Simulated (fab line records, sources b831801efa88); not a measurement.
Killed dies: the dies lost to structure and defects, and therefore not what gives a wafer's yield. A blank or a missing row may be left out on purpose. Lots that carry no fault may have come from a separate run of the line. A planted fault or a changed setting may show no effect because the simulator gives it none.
fab line records    flow sky130
record: lots: 4  wafers: 12  last-day: 50
route steps=708 shown VIA3@593 METAL4@598 CAP2M@603 PAD_OPEN@708
lots that met no fault: from a run of the same line without faults
start-h: hours from the record's opening day to when the first of the lot's shown wafers began    wait-h: hours from the lot's prior step to this one    " the same as in the row above    L1.1+2: one row covering several wafers at once    - no value, or no start given    * or withheld: withheld    < > ~ a bound
route shown NAME@n: NAME is a module with steps in the file, n the number in the route of the first one    usual: the fault-free wafers' mean and standard deviation    same: alike in all rows    chamber/n: place in a boat    sites: each site's reading    _std_site: how widely they spread, as a standard deviation    _edge_site: the outer-site mean with the inner-site mean subtracted    radius-mm: for every site, how far away it sits from the centre of the wafer    mask NAME#n: copy n    behind: the tool/chamber that last shaped the wafer    hold: why the lot was held/for how many hours/how that ended    device: the n, p or np transistor that did not switch    end of line: tests of these same wafers at the route's end    a step without rows: its recipe alone    killed: the dies lost at the first sort to structure and to defects; this is not the yield of the wafer    map: dies across one wafer; x = killed, . = not, _ = none there
set.NAME: the run value of the setting; set.NAME@STEP: its run value at that earlier step    model.NAME: the simulator's own value behind a step, which no gauge read
lots seen at some steps along the route; tables by step, rows by wafer
services: from which hour (start-h, from the record's first day; less than 0 if before it) a tool's chamber was out of use, for how many hours, and why
== steps ==
step: SKY_VIA3_SPUTTER_20
recipe: material: TiN  target-thk-nm: 20  chamber-pressure-pa: 5  power-w: 4000  time-s: 80
step: SKY_VIA3_CVD_21
recipe: material: W  target-thk-nm: 390  time-s: 117.31  temp-c: 400  pressure-torr: 40
step: SKY_VIA3_CMP_24
recipe: stop-on: SiO2  t-overpolish-s: 20  down-force-psi: 3.5  platen-rpm: 60  target-thk-nm: 0  pad-velocity-m-s: 0.94248
step: SKY_METAL4_SPUTTER_00
recipe: material: Ti  target-thk-nm: 15  power-w: 3000  time-s: 10  chamber-pressure-pa: 0.4
step: SKY_METAL4_SPUTTER_01
recipe: material: TiN  target-thk-nm: 20  power-w: 6500  time-s: 16.7  chamber-pressure-pa: 0.4
step: SKY_METAL4_SPUTTER_02
recipe: material: AlCu  target-thk-nm: 735  power-w: 10600  time-s: 39.1  chamber-pressure-pa: 0.4
step: SKY_METAL4_SPUTTER_03
recipe: material: Ti  target-thk-nm: 5  power-w: 3000  time-s: 3.3  chamber-pressure-pa: 0.4
step: SKY_METAL4_SPUTTER_04
recipe: material: TiN  target-thk-nm: 70  power-w: 6500  time-s: 58.3  chamber-pressure-pa: 0.4
step: SKY_CAP2M_CVD_00
recipe: material: SiO2  target-thk-nm: 15.5  temp-c: 400  time-s: withheld  rf-w: 450
step: SKY_CAP2M_SPUTTER_02
recipe: material: TiN  target-thk-nm: 200  temp-c: 300  power-w: 6500  time-s: 166.7  chamber-pressure-pa: 0.4
usual: cathode-dc-power-W: 6500.0/1.2  throttle-valve-pct: 29.7/1.3
lot.wafer  tool            chamber  start-h  wait-h  cathode-dc-power-W  throttle-valve-pct  model.TiN_of_CAP2M_SPUTTER_02.thk-nm
L834.4     pvd-sputter-04  -        940.95   0.0     6501.1              28.4                199.5
L834.5     "               -        "        "       6499.7              28.7                200.6
L834.6     "               -        "        "       6500.0              31.9                202.8
L835.3     pvd-sputter-04  -        946.53   0.0     3396.5              31.8                106.5
L835.5     "               -        "        "       3395.5              31.9                106.4
L835.6     "               -        "        "       3394.7              28.5                103.2
L838.1     pvd-sputter-04  -        959.36   0.1     3395.6              28.7                103.3
L838.3     "               -        "        "       3397.4              28.8                104.2
L838.6     "               -        "        "       3396.0              28.7                105.3
L855.2     pvd-sputter-04  -        1071.34  0.0     6499.0              29.0                200.5
L855.4     "               -        "        "       6499.8              31.9                204.5
L855.6     "               -        "        "       6497.5              28.6                200.8
step: SKY_CAP2M_RS_MEAS_03
recipe: thk-meas-gauge: four-point-probe  reads: TiN_of_CAP2M_SPUTTER_02
usual: CAP2M_TIN_RS: 6.87/0.078
lot.wafer  tool           chamber  start-h  wait-h  CAP2M_TIN_RS[ohm/sq]
L834.4     film-metro-01  -        941.12   0.1     6.92
L834.5     "              -        "        "       6.89
L834.6     "              -        "        "       6.80
L835.3     film-metro-03  -        946.68   0.1     13.24
L835.5     "              -        "        "       13.24
L835.6     "              -        "        "       13.71
L838.1     film-metro-02  -        959.47   0.1     13.62
L838.3     "              -        "        "       13.52
L838.6     "              -        "        "       13.38
L855.2     film-metro-01  -        1071.47  0.1     6.88
L855.4     "              -        "        "       6.76
L855.6     "              -        "        "       6.88
step: SKY_CAP2M_THK_MEAS_04
recipe: thk-meas-gauge: xrf  reads: TiN_of_CAP2M_SPUTTER_02
usual: CAP2M_TIN_THK: 196.1/2.1
lot.wafer  tool           chamber  start-h  wait-h  CAP2M_TIN_THK[nm]
L834.4     film-metro-01  -        941.21   0.1     195.8
L834.5     "              -        "        "       196.0
L834.6     "              -        "        "       198.4
L835.3     film-metro-03  -        946.78   0.1     104.5
L835.5     "              -        "        "       104.1
L835.6     "              -        "        "       101.3
L838.1     film-metro-02  -        959.59   0.1     100.6
L838.3     "              -        "        "       101.8
L838.6     "              -        "        "       102.6
L855.2     film-metro-01  -        1071.58  0.1     195.5
L855.4     "              -        "        "       199.6
L855.6     "              -        "        "       195.7
step: SKY_CAP2M_DEHYDRATE_05
recipe: temp-c: 200  time-s: 60
step: SKY_CAP2M_HMDS_06
recipe: prime-time-s: 60  prime-temp-c: 120
step: SKY_CAP2M_COAT_07
recipe: resist: NOVOLAK  spin-rpm: 3000  resist-thk-nm: 1140
step: SKY_CAP2M_SOFTBAKE_08
recipe: temp-c: 90  time-s: 60  resist: NOVOLAK
step: SKY_CAP2M_EXPOSE_09
recipe: mask-id: CAP2M  na: 0.6  source-shape: conventional  sigma-outer: 0.6  polarization: unpolarized  target-cd-nm: 1000  dose-mj: 159
step: SKY_CAP2M_PEB_10
recipe: temp-c: withheld  time-s: *  resist: NOVOLAK
step: SKY_CAP2M_DEVELOP_11
recipe: resist: NOVOLAK  developer: TMAH  develop-time-s: 60  dev-temp-c: 23
step: SKY_CAP2M_METAL_ETCH_13
recipe: target-depth-nm: 220  stop-on: SiO2  chemistry: Cl2/BCl3  target: TiN  pressure-mtorr: 10  icp-w: 900  bias-w: 48.5  Cl2_flow_sccm: 60  bcl3-flow-sccm: 30  time-s: 62.9
usual: drypump-motor-current-A: 5.7/0.4  mfc-cl2-sccm: 59.99/0.18  oes-product-au: 0.944/0.0078  throttle-valve-pct: 21.900/0.0088
lot.wafer  tool          chamber  start-h  wait-h  drypump-motor-current-A  mfc-cl2-sccm  oes-product-au  rf-hours-counter-h  throttle-valve-pct
L834.4     rie-metal-03  0        964.83   0.0     5.9                      60.02         0.931           -                   21.903
L834.5     "             0        "        "       5.9                      59.91         0.950           -                   21.899
L834.6     "             1        "        "       6.0                      60.24         0.951           -                   21.884
L835.3     rie-metal-01  0        970.08   0.0     5.8                      59.94         0.676           -                   22.068
L835.5     "             1        "        "       5.3                      60.31         0.680           -                   22.069
L835.6     "             0        "        "       5.8                      60.04         0.673           -                   22.082
L838.1     rie-metal-03  1        982.55   0.0     6.0                      60.42         0.667           16                  22.079
L838.3     "             0        "        "       5.9                      59.94         0.667           -                   22.073
L838.6     "             0        "        "       5.9                      59.75         0.671           -                   22.058
L855.2     rie-metal-04  0        1091.65  0.0     6.2                      60.06         0.939           4                   21.908
L855.4     "             1        "        "       5.2                      60.01         0.958           -                   21.902
L855.6     "             1        "        "       5.1                      60.34         0.945           -                   21.898
step: SKY_CAP2M_STRIP_14
recipe: chemistry: O2/N2  power-w: 1400  pressure-mtorr: 1500  platen-temp-c: withheld  o2-flow-sccm: 3000  n2-flow-sccm: 300  overash-fraction: 0.5
step: SKY_CAP2M_STRIP_15
recipe: chemistry: post-etch-residue-remover  time-s: 1200  temp-c: 72.5
step: SKY_CAP2M_CLEAN_16
recipe: chemistry: IPA  time-s: 180  temp-c: 25
step: SKY_CAP2M_CLEAN_17
recipe: chemistry: O3/DIW  dry: n2-spin
step: SKY_METAL4_DEHYDRATE_05
recipe: temp-c: 200  time-s: 60
step: SKY_METAL4_HMDS_06
recipe: prime-time-s: 60  prime-temp-c: 120
step: SKY_METAL4_COAT_07
recipe: resist: BARC  temp-c: withheld  time-s: withheld  spin-rpm: 3000  resist-thk-nm: 60
step: SKY_METAL4_COAT_08
recipe: resist: KrF-thick  spin-rpm: 3000  resist-thk-nm: 1140
step: SKY_METAL4_SOFTBAKE_09
recipe: temp-c: 100  time-s: 90  resist: KrF-thick
step: SKY_METAL4_EXPOSE_10
recipe: mask-id: MM4  na: 0.68  source-shape: annular  sigma-inner: 0.4  sigma-outer: 0.8  target-cd-nm: 300  dose-mj: 28
step: SKY_METAL4_PEB_11
recipe: peb-temp-c: withheld  peb-time-s: withheld  resist: KrF-thick
step: SKY_METAL4_DEVELOP_12
recipe: develop-time-s: 60  resist: KrF-thick  dev-temp-c: 21
step: SKY_METAL4_DESCUM_15
recipe: chemistry: O2  source-power-w: 150  bias-power-w: 0  pressure-mtorr: 10  temp-c: 40  time-s: 8
step: SKY_METAL4_ETCH_16
recipe: chemistry: N2/H2  target: BARC  ion-energy-ev: 200  bias-w: 100  pressure-mtorr: 30  n2-flow-sccm: 100  h2-flow-sccm: 200  icp-w: 500  stop-on: SiO2  time-s: 88.2  target-depth-a: 600
step: SKY_METAL4_ETCH_17
recipe: target: SiO2  stop-on: TiN  chemistry: C4F8/O2/Ar  source-w: 1500  bias-w: 1200  pressure-mtorr: 40  c4f8-flow-sccm: withheld  O2_flow_sccm: 6  Ar_flow_sccm: 300  time-s: 3.9  target-depth-a: 150
step: SKY_METAL4_METAL_ETCH_18
recipe: target-depth-a: 8450  stop-on: SiO2  over-etch-frac: 0.3  time-s: 183.1  chemistry: Cl2/BCl3  resist-sidewall-deg: 88  pressure-mtorr: 10  icp-w: 900  bias-w: 48.5  Cl2_flow_sccm: 60  bcl3-flow-sccm: 30
step: SKY_METAL4_STRIP_20
recipe: chemistry: post-etch-residue-remover  time-s: 1200  temp-c: 72.5
lot.wafer  tool          chamber  start-h  wait-h  model.TiN_of_CAP2M_SPUTTER_02.thk-nm
L834.4     wet-bench-03  1        988.58   0.0     198.6
L834.5     "             1        "        "       199.8
L834.6     "             1        "        "       201.9
L835.3+5   wet-bench-04  1        995.02   0.0     105.6
L835.6     "             1        "        "       102.3
L838.1     wet-bench-03  1        1006.07  0.1     102.5
L838.3     "             1        "        "       103.4
L838.6     "             1        "        "       104.5
L855.2     wet-bench-04  0        1112.80  0.1     199.7
L855.4     "             0        "        "       203.7
L855.6     "             0        "        "       200
step: SKY_PAD_OPEN_PROBE_99
usual: defect-limited-yield: 82.5/1.9  killed_at_M0_to_M3: 43/6.8  killed_at_M4_up: 3.2/1.8  killed-at-contacts: 24/6.2  killed-at-front-end: 15/4.7  killed-at-other: 0.4/0.63  killed-dies: 86/9.6  killed-open: 47/6.9  killed-short: 39/6.3  sort_bin_3_pad_short: 0.9/0.46  sort_bin_5_function: 10.5/1.5  sort_bin_6_memory: 6.1/1.1  sort-n-pass: 406/9.6  sort-yield-pct: 82.5/1.9
same: gross-dies: 492  killed-at-back-side: 0  sort_bin_4_leakage[%]: 0  sort_bin_8_speed[%]: 0
lot.wafer  tool       chamber  start-h  wait-h  defect-limited-yield[%]  killed_at_M0_to_M3  killed_at_M4_up  killed-at-contacts  killed-at-front-end  killed-at-other  killed-dies  killed-open  killed-short  sort_bin_3_pad_short[%]  sort_bin_5_function[%]  sort_bin_6_memory[%]  sort-n-pass  sort-yield-pct[%]  model.etest.cap-mim2.plate-ohm-sq  model.etest.cap-mim2.bv-v  model.etest.cap-mim2.leak-log10-a-cm2
L834.4     prober-02  -        1080.63  0.2     85.0                     36                  2                22                  14                   0                74           44           29            0.4                      7.9                     6.7                   418          85.0               6.056                              14.04                      -8.989
L834.5     prober-02  -        1080.68  0.2     83.3                     40                  0                31                  11                   0                82           47           35            0.6                      10.0                    6.1                   410          83.3               5.984                              14.36                      -9.022
L834.6     prober-02  -        1080.73  0.2     80.1                     47                  2                36                  13                   0                98           59           39            1.6                      12.0                    6.3                   394          80.1               5.917                              14.26                      -8.979
L835.3     prober-01  -        1087.96  0.2     81.7                     34                  6                34                  14                   2                90           50           38            1.4                      11.6                    5.3                   402          81.7               11.33                              11.84                      -7.803
L835.5     prober-01  -        1088.06  0.2     80.9                     61                  2                17                  11                   3                94           50           41            1.0                      11.4                    6.7                   398          80.9               11.25                              11.6                       -7.869
L835.6     prober-01  -        1088.11  0.2     80.3                     45                  7                23                  20                   2                97           46           49            0.8                      10.8                    8.1                   395          80.3               11.67                              11.92                      -7.765
L838.1     prober-01  -        1099.49  0.1     83.3                     48                  3                14                  17                   0                82           52           30            0.8                      11.2                    4.7                   410          83.3               11.66                              11.17                      -7.815
L838.3     prober-01  -        1099.59  0.2     83.9                     31                  5                27                  15                   1                79           44           35            1.2                      7.7                     7.1                   413          83.9               11.42                              11.18                      -7.542
L838.6     prober-01  -        1099.74  0.2     80.9                     42                  2                32                  18                   0                94           51           43            1.2                      12.0                    5.9                   398          80.9               11.42                              11.36                      -7.617
L855.2     prober-01  -        1191.78  0.1     81.1                     43                  5                27                  18                   0                93           54           38            0.8                      12.6                    5.5                   399          81.1               5.96                               13.63                      -9.068
L855.4     prober-01  -        1191.88  0.2     81.3                     43                  2                22                  24                   1                92           61           30            0.4                      11.8                    6.5                   400          81.3               5.817                              14.2                       -8.93
L855.6     prober-01  -        1191.98  0.2     85.8                     31                  2                20                  17                   0                70           42           28            0.2                      10.0                    4.1                   422          85.8               6.013                              14.46                      -8.979
killed by level:class
L834.4 VIA1:geometric-particle:open=9 VIA3:geometric-particle:open=7 CONTACT:geometric-particle:open=7 VIA2:geometric-particle:open=7 CONTACT:geometric-particle:short=6 LI_CONTACT:geometric-particle:open=4 METAL2:geometric-particle:short=4 FIELD_ISO:geometric-particle:short=3
L834.5 CONTACT:geometric-particle:open=10 LI_CONTACT:geometric-particle:open=8 METAL1:geometric-particle:short=7 VIA3:geometric-particle:open=7 VIA2:geometric-particle:open=7 LOCAL_INTERCONNECT:geometric-particle:short=6 VIA1:geometric-particle:open=6 FIELD_ISO:geometric-particle:short=4
L834.6 CONTACT:geometric-particle:open=14 LI_CONTACT:geometric-particle:open=10 VIA1:geometric-particle:open=10 VIA2:geometric-particle:open=9 METAL3:geometric-particle:short=5 LOCAL_INTERCONNECT:geometric-particle:short=5 VIA1:geometric-particle:short=5 VIA3:geometric-particle:open=5
L835.3 CONTACT:geometric-particle:open=21 VIA1:geometric-particle:open=9 CONTACT:geometric-particle:short=7 METAL4:geometric-particle:short=6 FIELD_ISO:geometric-particle:open=5 METAL1:geometric-particle:short=5 FIELD_ISO:geometric-particle:short=4 VIA1:geometric-particle:short=4
L835.5 VIA1:geometric-particle:open=14 VIA3:geometric-particle:open=13 CONTACT:geometric-particle:open=6 CONTACT:geometric-particle:short=5 VIA1:geometric-particle:short=5 METAL1:geometric-particle:short=5 METAL2:geometric-particle:short=5 FIELD_ISO:geometric-particle:open=4
L835.6 VIA3:geometric-particle:open=9 FIELD_ISO:geometric-particle:short=6 METAL1:geometric-particle:short=6 LI_CONTACT:geometric-particle:open=6 VIA1:geometric-particle:short=6 POLY_GATE:geometric-particle:open=5 METAL2:geometric-particle:short=5 LOCAL_INTERCONNECT:geometric-particle:short=5
L838.1 VIA1:geometric-particle:open=14 VIA2:geometric-particle:open=9 POLY_GATE:geometric-particle:open=8 LI_CONTACT:geometric-particle:open=7 VIA1:geometric-particle:short=5 METAL2:geometric-particle:short=5 VIA3:geometric-particle:open=5 FIELD_ISO:geometric-particle:open=3
L838.3 CONTACT:geometric-particle:open=12 VIA1:geometric-particle:open=9 LOCAL_INTERCONNECT:geometric-particle:short=7 LI_CONTACT:geometric-particle:open=6 VIA3:geometric-particle:open=5 FIELD_ISO:geometric-particle:short=4 METAL2:geometric-particle:short=4 POLY_GATE:geometric-particle:short=3
L838.6 CONTACT:geometric-particle:open=14 POLY_GATE:geometric-particle:short=9 VIA3:geometric-particle:open=9 VIA1:geometric-particle:open=8 VIA2:geometric-particle:open=7 LI_CONTACT:geometric-particle:open=5 CONTACT:geometric-particle:short=5 LI_CONTACT:geometric-particle:short=4
L855.2 VIA1:geometric-particle:open=11 CONTACT:geometric-particle:open=9 LI_CONTACT:geometric-particle:open=8 VIA3:geometric-particle:open=7 METAL2:geometric-particle:short=6 FIELD_ISO:geometric-particle:short=4 FIELD_ISO:geometric-particle:open=4 POLY_GATE:geometric-particle:open=4
L855.4 VIA2:geometric-particle:open=11 VIA1:geometric-particle:open=11 FIELD_ISO:geometric-particle:open=9 CONTACT:geometric-particle:open=9 VIA3:geometric-particle:open=9 LI_CONTACT:geometric-particle:open=6 FIELD_ISO:geometric-particle:short=5 POLY_GATE:geometric-particle:open=4
L855.6 VIA1:geometric-particle:open=10 VIA3:geometric-particle:open=6 LI_CONTACT:geometric-particle:open=6 CONTACT:geometric-particle:open=6 FIELD_ISO:geometric-particle:short=4 FIELD_ISO:geometric-particle:open=4 POLY_GATE:geometric-particle:open=4 POLY_GATE:geometric-particle:short=4
== services ==
tool            chamber  start-h  hours  kind
rie-metal-01    -        935.88   0.3    repair
wet-bench-03    -        938.86   2.2    repair
wet-bench-04    -        942.65   1.6    repair
pvd-sputter-04  -        953.45   2.4    repair
rie-metal-04    -        956.44   1.4    pm
rie-metal-01    1        971.73   -      clean
rie-metal-01    1        971.73   15.6   scheduled-down
rie-metal-01    1        971.73   15.6   vent-cycle
rie-metal-04    0        1009.92  -      clean
rie-metal-04    0        1009.92  17.3   scheduled-down
rie-metal-04    0        1009.92  17.3   vent-cycle
rie-metal-03    1        1011.18  27.6   repair
pvd-sputter-04  1        1022.40  -      consumable-replace:kit
pvd-sputter-04  1        1022.40  18.0   scheduled-down
pvd-sputter-04  1        1022.40  18.0   vent-cycle
wet-bench-04    -        1024.77  5.1    repair
rie-metal-03    0        1031.79  19.2   repair
wet-bench-04    -        1039.30  1.9    pm
rie-metal-03    -        1091.13  2.8    pm
== key ==
first-sign: step: SKY_CAP2M_SPUTTER_02  reading: cathode-dc-power-W  direction: down  sigmas: 99+  usual: 6500.0  struck: 3395.9
effect: step: SKY_CAP2M_RS_MEAS_03  reading: CAP2M_TIN_RS  direction: up  sigmas: 84  usual: 6.87  struck: 13.45
effect: step: SKY_CAP2M_THK_MEAS_04  reading: CAP2M_TIN_THK  direction: down  sigmas: 45  usual: 196.1  struck: 102.5
effect: step: SKY_CAP2M_METAL_ETCH_13  reading: oes-product-au  direction: down  sigmas: 35  usual: 0.944  struck: 0.672
model-effect: step: SKY_CAP2M_SPUTTER_02  value: TiN_of_CAP2M_SPUTTER_02.thk-nm  without: 200.3  struck: 104.8
model-effect: step: SKY_METAL4_STRIP_20  value: TiN_of_CAP2M_SPUTTER_02.thk-nm  without: 199.5  struck: 104
model-effect: step: SKY_PAD_OPEN_PROBE_99  value: etest.cap-mim2.plate-ohm-sq  without: 5.994  struck: 11.46
met-at SKY_CAP2M_SPUTTER_02
struck-wafers L835.3,L835.5,L835.6,L838.1,L838.3,L838.6
onset-between 940.95 946.53
fault: kind: process-parameter-drift  tool: pvd-sputter-04  chamber: -  onset-h: 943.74  steps: SKY_CAP2M_SPUTTER_02  channel: power-w  offset: *  shape: step  end-h: 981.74  acts-in: *  stated: *
